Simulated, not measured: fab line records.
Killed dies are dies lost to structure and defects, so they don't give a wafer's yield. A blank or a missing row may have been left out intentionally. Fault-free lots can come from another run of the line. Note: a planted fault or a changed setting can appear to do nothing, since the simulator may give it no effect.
fab line records	flow gf180mcu
record: lots: 24	wafers: 72	last_day: 34
route steps=602 shown M3@423 V4@491 MIM@511 V5@562
lots untouched by any fault: they come from a run of this same line in which no faults occurred
start_h: hours from the record's first day to the start of the lot's first wafer shown	wait_h: hours elapsed since this lot's preceding step	" identical to the entry in the row above	L1.1+2: a single row standing in for several wafers	- either no value or no given start	* or withheld: withheld	< > ~ a bound
route shown NAME@n: names a module that has steps shown in the file, with the first one's number in the route	usual: mean/standard deviation of fault-free wafers	same: alike in all rows	chamber/n: place in a boat	sites: the reading at each site	_std_site: the values' standard deviation	_edge_site: mean of outer sites minus mean of inner sites	radius_mm: how far each site lies from the wafer's centre	mask NAME#n: copy n	behind: tool/chamber where the wafer was last shaped	hold: cause of the lot's hold/its duration in hours/its outcome	device: names the non-switching transistor (n, p or np)	end of line: tests of these same wafers at the route's end	a step with no rows: only its recipe	killed: dies that structure and defects cost at the first sort, which is not the same as the wafer's yield	map: per-die view of a wafer (x killed, . not killed, _ where there is no die)
set.NAME: the setting as run; set.NAME@STEP: as run at that earlier step	model.NAME: the simulator's own value behind a step, which no gauge read
one table for each step of the route and one row for each wafer, over a sample of lots
services: when a tool's chamber went out of use (start_h, in hours from the record's first day, below 0 if earlier), for how many hours, and the reason
== steps ==
step: GF_M3_CD_MEAS_14
recipe: target_cd_nm: 280
usual: cd_nm: 279.4/0.95
lot.wafer	tool	chamber	start_h	wait_h	cd_nm
L074.1	cd_sem-02	-	492.08	0.1	279.0
L074.4	"	-	"	"	278.9
L074.5	"	-	"	"	278.5
L075.1	cd_sem-02	-	499.03	0.1	279.0
L075.2	"	-	"	"	279.5
L075.3	"	-	"	"	280.1
L076.1	cd_sem-02	-	516.70	0.1	280.8
L076.3	"	-	"	"	279.4
L076.5	"	-	"	"	279.4
L077.2	cd_sem-01	-	523.11	0.1	280.2
L077.3	"	-	"	"	279.1
L077.5	"	-	"	"	279.0
L078.1	cd_sem-02	-	528.40	0.2	280.7
L078.3	"	-	"	"	280.8
L078.5	"	-	"	"	280.3
L079.1	cd_sem-01	-	535.59	0.1	279.9
L079.2	"	-	"	"	278.9
L079.3	"	-	"	"	278.8
L080.1	cd_sem-01	-	549.88	0.1	279.0
L080.2	"	-	"	"	279.3
L080.5	"	-	"	"	279.6
L081.1	cd_sem-01	-	553.25	0.1	279.5
L081.3	"	-	"	"	279.8
L081.5	"	-	"	"	278.7
L082.3	cd_sem-02	-	567.22	0.1	279.6
L082.4	"	-	"	"	280.5
L082.5	"	-	"	"	279.8
L083.3	cd_sem-02	-	572.29	0.1	279.6
L083.4	"	-	"	"	279.0
L083.6	"	-	"	"	278.5
L084.1	cd_sem-02	-	579.10	0.1	278.7
L084.4	"	-	"	"	277.1
L084.5	"	-	"	"	278.0
L085.2	cd_sem-01	-	591.85	0.1	278.8
L085.5	"	-	"	"	278.4
L085.6	"	-	"	"	279.2
L086.1	cd_sem-02	-	597.83	0.1	278.0
L086.3	"	-	"	"	279.1
L086.6	"	-	"	"	280.1
L087.1	cd_sem-02	-	603.68	0.1	278.2
L087.5	"	-	"	"	277.2
L087.6	"	-	"	"	278.0
L088.1	cd_sem-02	-	615.99	0.1	276.8
L088.2	"	-	"	"	278.3
L088.4	"	-	"	"	278.1
L089.1	cd_sem-01	-	616.35	0.1	280.0
L089.2	"	-	"	"	279.5
L089.3	"	-	"	"	279.4
L090.1	cd_sem-02	-	623.75	0.1	281.0
L090.4	"	-	"	"	279.8
L090.6	"	-	"	"	279.9
L091.2	cd_sem-02	-	630.87	0.1	279.9
L091.3	"	-	"	"	279.7
L091.6	"	-	"	"	278.5
L092.1	cd_sem-02	-	637.48	0.1	279.9
L092.3	"	-	"	"	279.8
L092.6	"	-	"	"	279.9
L093.1	cd_sem-01	-	646.74	0.1	282.2
L093.2	"	-	"	"	280.0
L093.5	"	-	"	"	280.7
L094.2	cd_sem-01	-	653.02	0.1	280.1
L094.3	"	-	"	"	280.9
L094.4	"	-	"	"	280.6
L095.1	cd_sem-01	-	663.60	0.1	279.4
L095.5	"	-	"	"	280.3
L095.6	"	-	"	"	280.6
L096.3	cd_sem-01	-	664.87	0.1	279.4
L096.5	"	-	"	"	277.9
L096.6	"	-	"	"	279.8
L097.2	cd_sem-01	-	669.31	0.1	280.0
L097.4	"	-	"	"	278.5
L097.5	"	-	"	"	280.0
step: GF_V4_OVL_MEAS_15
usual: V4_OVL: -1/6.3
lot.wafer	tool	chamber	start_h	wait_h	V4_OVL[nm]
L074.1	overlay-02	-	564.80	0.1	9
L074.4	"	-	"	"	-1
L074.5	"	-	"	"	2
L075.1	overlay-02	-	571.02	0.1	1
L075.2	"	-	"	"	2
L075.3	"	-	"	"	-1
L076.1	overlay-02	-	591.42	0.1	-3
L076.3	"	-	"	"	-2
L076.5	"	-	"	"	-6
L077.2	overlay-01	-	594.05	0.1	-1
L077.3	"	-	"	"	-1
L077.5	"	-	"	"	0
L078.1	overlay-01	-	599.67	0.1	3
L078.3	"	-	"	"	-8
L078.5	"	-	"	"	0
L079.1	overlay-02	-	604.90	0.1	2
L079.2	"	-	"	"	0
L079.3	"	-	"	"	-1
L080.1	overlay-02	-	619.70	0.1	1
L080.2	"	-	"	"	-2
L080.5	"	-	"	"	6
L081.1	overlay-01	-	622.66	0.1	2
L081.3	"	-	"	"	2
L081.5	"	-	"	"	5
L082.3	overlay-02	-	635.58	0.1	-1
L082.4	"	-	"	"	6
L082.5	"	-	"	"	-4
L083.3	overlay-02	-	640.86	0.1	-13
L083.4	"	-	"	"	-9
L083.6	"	-	"	"	-6
L084.1	overlay-01	-	646.35	0.1	0
L084.4	"	-	"	"	-5
L084.5	"	-	"	"	0
L085.2	overlay-01	-	656.71	0.1	1
L085.5	"	-	"	"	1
L085.6	"	-	"	"	-6
L086.1	overlay-01	-	663.02	0.1	-5
L086.3	"	-	"	"	-1
L086.6	"	-	"	"	2
L087.1	overlay-01	-	669.06	0.1	-7
L087.5	"	-	"	"	-9
L087.6	"	-	"	"	-5
L088.1	overlay-01	-	679.66	0.1	2
L088.2	"	-	"	"	3
L088.4	"	-	"	"	-2
L089.1	overlay-01	-	680.77	0.1	-2
L089.2	"	-	"	"	-1
L089.3	"	-	"	"	-6
L090.1	overlay-02	-	686.37	0.1	-3
L090.4	"	-	"	"	-9
L090.6	"	-	"	"	-6
L091.2	overlay-01	-	693.30	0.1	-16
L091.3	"	-	"	"	-5
L091.6	"	-	"	"	-13
L092.1	overlay-01	-	700.37	0.1	1
L092.3	"	-	"	"	-3
L092.6	"	-	"	"	-7
L093.1	overlay-02	-	708.65	0.1	1
L093.2	"	-	"	"	-4
L093.5	"	-	"	"	-1
L094.2	overlay-02	-	714.57	0.1	7
L094.3	"	-	"	"	4
L094.4	"	-	"	"	6
L095.1	overlay-01	-	724.50	0.1	6
L095.5	"	-	"	"	13
L095.6	"	-	"	"	3
L096.3	overlay-01	-	725.28	0.1	-13
L096.5	"	-	"	"	-17
L096.6	"	-	"	"	-13
L097.2	overlay-02	-	730.01	0.1	2
L097.4	"	-	"	"	3
L097.5	"	-	"	"	6
step: GF_V4_THK_MEAS_25
recipe: thk_meas_gauge: xrf	reads: W_of_V4_CVD_23
usual: V4_W_THK: 336/5.5
lot.wafer	tool	chamber	start_h	wait_h	V4_W_THK[nm]
L074.1	film_metro-03	-	565.83	0.1	325
L074.4	"	-	"	"	328
L074.5	"	-	"	"	328
L075.1	film_metro-03	-	572.05	0.1	335
L075.2	"	-	"	"	335
L075.3	"	-	"	"	331
L076.1	film_metro-04	-	592.46	0.1	336
L076.3	"	-	"	"	343
L076.5	"	-	"	"	331
L077.2	film_metro-02	-	595.21	0.1	341
L077.3	"	-	"	"	336
L077.5	"	-	"	"	340
L078.1	film_metro-03	-	600.73	0.1	334
L078.3	"	-	"	"	335
L078.5	"	-	"	"	339
L079.1	film_metro-03	-	605.94	0.1	338
L079.2	"	-	"	"	338
L079.3	"	-	"	"	339
L080.1	film_metro-03	-	620.75	0.1	334
L080.2	"	-	"	"	334
L080.5	"	-	"	"	334
L081.1	film_metro-02	-	623.70	0.1	338
L081.3	"	-	"	"	334
L081.5	"	-	"	"	338
L082.3	film_metro-04	-	636.63	0.1	340
L082.4	"	-	"	"	338
L082.5	"	-	"	"	340
L083.3	film_metro-03	-	641.90	0.1	330
L083.4	"	-	"	"	329
L083.6	"	-	"	"	328
L084.1	film_metro-03	-	647.41	0.1	329
L084.4	"	-	"	"	327
L084.5	"	-	"	"	334
L085.2	film_metro-02	-	657.75	0.1	344
L085.5	"	-	"	"	343
L085.6	"	-	"	"	338
L086.1	film_metro-04	-	664.11	0.1	340
L086.3	"	-	"	"	335
L086.6	"	-	"	"	331
L087.1	film_metro-04	-	670.43	0.1	337
L087.5	"	-	"	"	337
L087.6	"	-	"	"	335
L088.1	film_metro-04	-	680.69	0.1	332
L088.2	"	-	"	"	331
L088.4	"	-	"	"	334
L089.1	film_metro-03	-	681.90	0.1	333
L089.2	"	-	"	"	327
L089.3	"	-	"	"	328
L090.1	film_metro-04	-	687.40	0.1	342
L090.4	"	-	"	"	341
L090.6	"	-	"	"	337
L091.2	film_metro-04	-	694.40	0.1	336
L091.3	"	-	"	"	339
L091.6	"	-	"	"	339
L092.1	film_metro-04	-	701.40	0.1	349
L092.3	"	-	"	"	342
L092.6	"	-	"	"	347
L094.2	film_metro-03	-	715.61	0.1	331
L094.3	"	-	"	"	330
L094.4	"	-	"	"	331
L093.1	film_metro-02	-	716.58	7.0	342
L093.2	"	-	"	"	345
L093.5	"	-	"	"	341
L095.1	film_metro-02	-	725.54	0.1	345
L095.5	"	-	"	"	342
L095.6	"	-	"	"	346
L096.3	film_metro-03	-	726.36	0.1	337
L096.5	"	-	"	"	340
L096.6	"	-	"	"	338
L097.2	film_metro-03	-	731.08	0.1	333
L097.4	"	-	"	"	332
L097.5	"	-	"	"	324
step: GF_MIM_SPUTTER_08
recipe: material: AlCu	target_thk_nm: 200	power_w: 10600	time_s: 10.6	chamber_pressure_pa: 0.4
usual: throttle_valve_pct: 29.6/1.7
lot.wafer	tool	chamber	start_h	wait_h	throttle_valve_pct
L074.1	pvd_sputter-02	-	568.29	0.0	31.3
L074.4	"	-	"	"	31.6
L074.5	"	-	"	"	31.5
L075.1	pvd_sputter-01	-	572.77	0.0	28.9
L075.2	"	-	"	"	30.6
L075.3	"	-	"	"	26.3
L076.1	pvd_sputter-01	-	593.18	0.0	30.9
L076.3	"	-	"	"	26.5
L076.5	"	-	"	"	27.8
L077.2	pvd_sputter-02	-	595.92	0.0	29.8
L077.3	"	-	"	"	29.7
L077.5	"	-	"	"	31.5
L078.1	pvd_sputter-01	-	601.45	0.0	30.9
L078.3	"	-	"	"	28.8
L078.5	"	-	"	"	30.8
L079.1	pvd_sputter-01	-	606.66	0.0	30.8
L079.2	"	-	"	"	27.7
L079.3	"	-	"	"	26.6
L080.1	pvd_sputter-03	-	621.46	0.0	30.7
L080.2	"	-	"	"	28.7
L080.5	"	-	"	"	28.8
L081.1	pvd_sputter-01	-	624.42	0.0	26.5
L081.3	"	-	"	"	27.6
L081.5	"	-	"	"	30.9
L082.3	pvd_sputter-02	-	637.33	0.0	30.0
L082.4	"	-	"	"	29.9
L082.5	"	-	"	"	31.6
L083.3	pvd_sputter-02	-	642.60	0.0	30.1
L083.4	"	-	"	"	29.5
L083.6	"	-	"	"	30.2
L084.1	pvd_sputter-02	-	648.13	0.0	31.4
L084.4	"	-	"	"	31.3
L084.5	"	-	"	"	30.0
L085.2	pvd_sputter-02	-	658.45	0.0	31.5
L085.5	"	-	"	"	31.5
L085.6	"	-	"	"	30.0
L086.1	pvd_sputter-02	-	664.83	0.0	31.2
L086.3	"	-	"	"	30.1
L086.6	"	-	"	"	29.9
L087.1	pvd_sputter-03	-	671.15	0.0	28.6
L087.5	"	-	"	"	30.9
L087.6	"	-	"	"	28.8
L088.1	pvd_sputter-03	-	681.40	0.0	32.1
L088.2	"	-	"	"	30.7
L088.4	"	-	"	"	28.5
L089.1	pvd_sputter-01	-	682.61	0.0	27.7
L089.2	"	-	"	"	30.9
L089.3	"	-	"	"	26.6
L090.1	pvd_sputter-01	-	688.25	0.0	29.0
L090.4	"	-	"	"	26.5
L090.6	"	-	"	"	26.8
L091.2	pvd_sputter-02	-	695.13	0.0	29.8
L091.3	"	-	"	"	29.9
L091.6	"	-	"	"	30.0
L092.1	pvd_sputter-03	-	702.12	0.0	28.6
L092.3	"	-	"	"	30.9
L092.6	"	-	"	"	32.2
L094.2	pvd_sputter-01	-	716.32	0.0	27.9
L094.3	"	-	"	"	28.9
L094.4	"	-	"	"	26.8
L093.1	pvd_sputter-01	-	717.30	0.0	30.9
L093.2	"	-	"	"	29.3
L093.5	"	-	"	"	26.8
L095.1	pvd_sputter-03	-	726.25	0.0	30.9
L095.5	"	-	"	"	31.9
L095.6	"	-	"	"	28.6
L096.3	pvd_sputter-01	-	727.06	0.0	27.7
L096.5	"	-	"	"	26.5
L096.6	"	-	"	"	27.5
L097.2	pvd_sputter-01	-	731.78	0.0	30.9
L097.4	"	-	"	"	26.4
L097.5	"	-	"	"	27.8
step: GF_MIM_METAL_ETCH_19
recipe: chemistry: Cl2/BCl3	mask_material: NOVOLAK	stop_on: Si3N4	target_depth_nm: 324.5	pressure_mtorr: 8	icp_w: 800	bias_w: 140	Cl2_flow_sccm: 80	bcl3_flow_sccm: 40	time_s: 54.1
usual: drypump_motor_current_A: 6.03/0.19	he_backside_leak_sccm: 3.36/0.19	mfc_cl2_sccm: 79.98/0.23	oes_product_au: 0.943/0.007	throttle_valve_pct: 28.283/0.0095
lot.wafer	tool	chamber	start_h	wait_h	drypump_motor_current_A	he_backside_leak_sccm	mfc_cl2_sccm	oes_product_au	rf_hours_counter_h	throttle_valve_pct
L074.1	rie_metal-03	0	589.14	0.1	6.16	3.85	79.98	0.938	9	28.303
L074.4	"	1	"	"	5.85	3.32	80.21	0.949	-	28.290
L074.5	"	0	"	"	6.17	3.93	79.85	0.953	-	28.265
L075.1	rie_metal-03	1	594.44	0.1	5.83	3.58	79.93	0.945	4	28.287
L075.2	"	0	"	"	6.16	3.34	80.09	0.944	9	28.292
L075.3	"	1	"	"	5.87	3.59	80.23	0.931	-	28.270
L076.1	rie_metal-03	0	613.58	0.1	6.10	3.48	79.89	0.945	9	28.271
L076.3	"	1	"	"	5.90	3.30	79.91	0.940	-	28.293
L076.5	"	0	"	"	6.16	3.37	80.19	0.938	-	28.281
L077.2	rie_metal-02	1	616.89	0.1	6.14	3.66	80.08	0.951	12	28.269
L077.3	"	1	"	"	6.16	3.34	79.91	0.947	-	28.273
L077.5	"	1	"	"	6.14	3.42	80.02	0.952	-	28.289
L078.1	rie_metal-03	1	622.19	0.1	5.88	3.35	80.03	0.949	5	28.282
L078.3	"	1	"	"	5.84	3.26	79.47	0.947	-	28.284
L078.5	"	1	"	"	5.89	3.29	79.89	0.936	-	28.284
L079.1	rie_metal-02	0	627.34	0.1	5.87	3.15	80.53	0.965	1	28.287
L079.2	"	0	"	"	5.86	3.13	80.52	0.955	-	28.269
L079.3	"	0	"	"	5.86	2.98	80.16	0.950	-	28.287
L080.1	rie_metal-02	0	641.38	0.1	5.85	3.22	80.26	0.943	2	28.287
L080.2	"	1	"	"	6.16	3.29	79.72	0.944	0	28.279
L080.5	"	0	"	"	5.88	3.11	80.22	0.954	-	28.273
L081.1	rie_metal-03	1	644.30	0.1	5.83	3.48	80.27	0.947	5	28.286
L081.3	"	1	"	"	5.85	3.49	80.10	0.935	-	28.294
L081.5	"	0	"	"	6.10	3.22	79.88	0.940	-	28.275
L082.3	rie_metal-02	1	656.91	0.1	6.13	3.34	80.11	0.935	-	28.294
L082.4	"	0	"	"	5.86	3.18	79.96	0.942	-	28.301
L082.5	"	0	"	"	5.86	3.09	80.00	0.946	-	28.289
L083.3	rie_metal-03	1	662.36	0.1	5.84	3.36	79.89	0.942	-	28.292
L083.4	"	0	"	"	6.13	3.46	80.16	0.953	-	28.272
L083.6	"	1	"	"	5.88	4.47	79.95	0.949	-	28.278
L084.1	rie_metal-02	1	667.34	0.1	6.15	3.24	79.51	0.951	1	28.280
L084.4	"	1	"	"	6.15	3.41	79.86	0.941	-	28.284
L084.5	"	1	"	"	6.14	3.25	79.91	0.944	-	28.287
L085.2	rie_metal-04	1	677.23	0.1	5.75	3.43	79.73	0.939	6	28.288
L085.5	"	1	"	"	5.75	3.57	80.06	0.946	-	28.280
L085.6	"	0	"	"	6.41	3.13	80.00	0.930	-	28.286
L086.1	rie_metal-02	1	683.65	0.1	6.14	3.15	79.78	0.943	1	28.282
L086.3	"	0	"	"	5.89	3.10	80.02	0.952	-	28.274
L086.6	"	1	"	"	6.17	3.47	79.73	0.945	-	28.268
L087.1	rie_metal-03	0	690.08	0.1	6.15	3.49	79.80	0.946	12	28.290
L087.5	"	1	"	"	5.84	3.39	79.85	0.944	-	28.280
L087.6	"	0	"	"	6.16	3.52	79.80	0.945	-	28.282
L088.1	rie_metal-04	0	700.55	0.1	6.42	3.38	79.90	0.939	1	28.281
L088.2	"	1	"	"	5.69	3.49	79.66	0.941	7	28.284
L088.4	"	0	"	"	6.42	3.32	79.85	0.945	-	28.273
L089.1	rie_metal-02	1	701.54	0.1	6.13	3.40	80.06	0.938	2	28.287
L089.2	"	1	"	"	6.16	3.36	79.78	0.943	-	28.270
L089.3	"	1	"	"	6.11	3.40	80.03	0.943	-	28.279
L090.1	rie_metal-02	1	707.34	0.1	6.17	3.54	80.21	0.940	3	28.287
L090.4	"	1	"	"	6.17	3.48	80.24	0.943	-	28.298
L090.6	"	1	"	"	6.16	3.44	80.18	0.941	-	28.293
L091.2	rie_metal-02	1	713.36	0.1	6.15	3.28	80.12	0.951	-	28.286
L091.3	"	1	"	"	6.15	3.63	79.98	0.959	-	28.280
L091.6	"	1	"	"	6.15	3.40	80.34	0.942	-	28.280
L092.1	rie_metal-03	0	719.28	0.1	6.15	3.22	79.54	0.953	13	28.278
L092.3	"	1	"	"	5.85	3.34	79.68	0.944	-	28.276
L092.6	"	0	"	"	6.18	3.45	80.00	0.947	-	28.280
L094.2	rie_metal-03	1	734.23	0.1	5.87	3.20	79.89	0.936	9	28.284
L094.3	"	0	"	"	6.15	3.62	79.73	0.944	-	28.276
L094.4	"	1	"	"	5.89	3.39	79.73	0.938	-	28.282
L093.1	rie_metal-04	1	734.38	0.1	5.67	3.57	80.04	0.935	9	28.290
L093.2	"	0	"	"	6.40	3.33	80.12	0.938	3	28.290
L093.5	"	1	"	"	5.67	3.40	80.31	0.936	-	28.289
L095.1	rie_metal-03	1	743.80	0.1	5.86	3.27	80.21	0.943	10	28.287
L095.5	"	0	"	"	6.11	3.42	79.75	0.943	-	28.283
L095.6	"	1	"	"	5.88	3.51	79.97	0.931	-	28.275
L096.3	rie_metal-04	1	744.41	0.1	5.73	3.53	79.79	0.938	-	28.285
L096.5	"	0	"	"	6.42	3.29	80.22	0.938	-	28.308
L096.6	"	1	"	"	5.73	3.58	79.49	0.936	-	28.272
L097.2	rie_metal-02	0	749.03	0.1	5.86	3.11	79.92	0.944	5	28.291
L097.4	"	0	"	"	5.88	3.08	80.07	0.937	-	28.288
L097.5	"	1	"	"	6.15	3.41	79.79	0.939	-	28.289
step: GF_V5_SPUTTER_22
recipe: material: TiN	target_thk_nm: 10	chamber_pressure_pa: 5	power_w: 4000	time_s: 40
usual: throttle_valve_pct: 30.5/1
lot.wafer	tool	chamber	start_h	wait_h	throttle_valve_pct
L074.1	pvd_sputter-04	-	633.34	0.0	30.8
L074.4	"	-	"	"	29.8
L074.5	"	-	"	"	31.0
L075.1	pvd_sputter-03	-	638.04	0.0	28.2
L075.2	"	-	"	"	32.0
L075.3	"	-	"	"	31.0
L076.1	pvd_sputter-03	-	656.84	0.0	30.7
L076.3	"	-	"	"	28.5
L076.5	"	-	"	"	28.6
L077.2	pvd_sputter-04	-	659.34	0.0	31.1
L077.3	"	-	"	"	29.8
L077.5	"	-	"	"	29.7
L078.1	pvd_sputter-04	-	664.74	0.0	31.0
L078.3	"	-	"	"	29.8
L078.5	"	-	"	"	29.7
L079.1	pvd_sputter-03	-	669.43	0.0	28.6
L079.2	"	-	"	"	30.8
L079.3	"	-	"	"	31.9
L080.1	pvd_sputter-03	-	683.44	0.0	28.6
L080.2	"	-	"	"	30.7
L080.5	"	-	"	"	28.5
L081.1	pvd_sputter-02	-	686.66	0.0	31.2
L081.3	"	-	"	"	29.9
L081.5	"	-	"	"	30.0
L082.3	pvd_sputter-02	-	697.69	0.0	30.0
L082.4	"	-	"	"	31.2
L082.5	"	-	"	"	30.0
L083.3	pvd_sputter-02	-	703.24	0.0	31.4
L083.4	"	-	"	"	29.9
L083.6	"	-	"	"	31.0
L084.1	pvd_sputter-04	-	708.70	0.0	30.9
L084.4	"	-	"	"	30.0
L084.5	"	-	"	"	30.9
L085.2	pvd_sputter-02	-	717.03	0.0	30.0
L085.5	"	-	"	"	29.6
L085.6	"	-	"	"	31.1
L086.1	pvd_sputter-03	-	723.45	0.0	30.9
L086.3	"	-	"	"	28.9
L086.6	"	-	"	"	31.9
L087.1	pvd_sputter-04	-	729.93	0.0	31.1
L087.5	"	-	"	"	29.8
L087.6	"	-	"	"	31.0
L088.1	pvd_sputter-02	-	738.20	0.0	31.5
L088.2	"	-	"	"	29.9
L088.4	"	-	"	"	29.8
L089.1	pvd_sputter-04	-	738.94	0.0	29.5
L089.2	"	-	"	"	31.2
L089.3	"	-	"	"	30.1
L090.1	pvd_sputter-03	-	745.65	0.0	30.8
L090.4	"	-	"	"	28.7
L090.6	"	-	"	"	30.7
L091.2	pvd_sputter-04	-	751.23	0.0	29.8
L091.3	"	-	"	"	29.4
L091.6	"	-	"	"	29.7
L092.1	pvd_sputter-03	-	756.30	0.0	28.6
L092.3	"	-	"	"	31.1
L092.6	"	-	"	"	30.9
L094.2	pvd_sputter-03	-	770.48	0.0	31.1
L094.3	"	-	"	"	30.5
L094.4	"	-	"	"	31.9
L093.1	pvd_sputter-03	-	771.19	0.0	31.0
L093.2	"	-	"	"	30.7
L093.5	"	-	"	"	30.7
L095.1	pvd_sputter-02	-	779.11	0.0	31.2
L095.5	"	-	"	"	30.8
L095.6	"	-	"	"	31.3
L096.3	pvd_sputter-03	-	779.80	0.0	28.6
L096.5	"	-	"	"	28.5
L096.6	"	-	"	"	30.6
L097.2	pvd_sputter-02	-	784.22	0.0	31.3
L097.4	"	-	"	"	31.1
L097.5	"	-	"	"	31.5
== services ==
tool	chamber	start_h	hours	kind
pvd_sputter-03	-	548.91	1.0	repair
pvd_sputter-04	-	554.22	10.8	repair
pvd_sputter-02	-	565.07	1.4	repair
pvd_sputter-02	-	573.70	2.3	repair
pvd_sputter-03	-	576.12	0.5	repair
rie_metal-04	-	584.91	1.2	repair
rie_metal-03	0	597.23	1.6	repair
pvd_sputter-02	2	603.19	-	consumable_replace:kit
pvd_sputter-02	2	603.19	18.0	scheduled_down
pvd_sputter-02	2	603.19	18.0	vent_cycle
rie_metal-04	1	618.39	17.3	repair
pvd_sputter-03	2	620.51	-	consumable_replace:kit
pvd_sputter-03	2	620.51	18.0	scheduled_down
pvd_sputter-03	2	620.51	18.0	vent_cycle
rie_metal-02	-	680.98	2.4	repair
rie_metal-02	0	692.34	28.2	repair
pvd_sputter-04	-	710.56	6.9	repair
rie_metal-04	-	723.17	0.3	repair
pvd_sputter-02	1	724.30	-	consumable_replace:kit
pvd_sputter-02	1	724.30	18.0	scheduled_down
pvd_sputter-02	1	724.30	18.0	vent_cycle
rie_metal-04	-	731.49	0.6	repair
rie_metal-02	0	752.90	21.4	repair
pvd_sputter-03	-	766.07	4.1	repair
== key ==
fault none
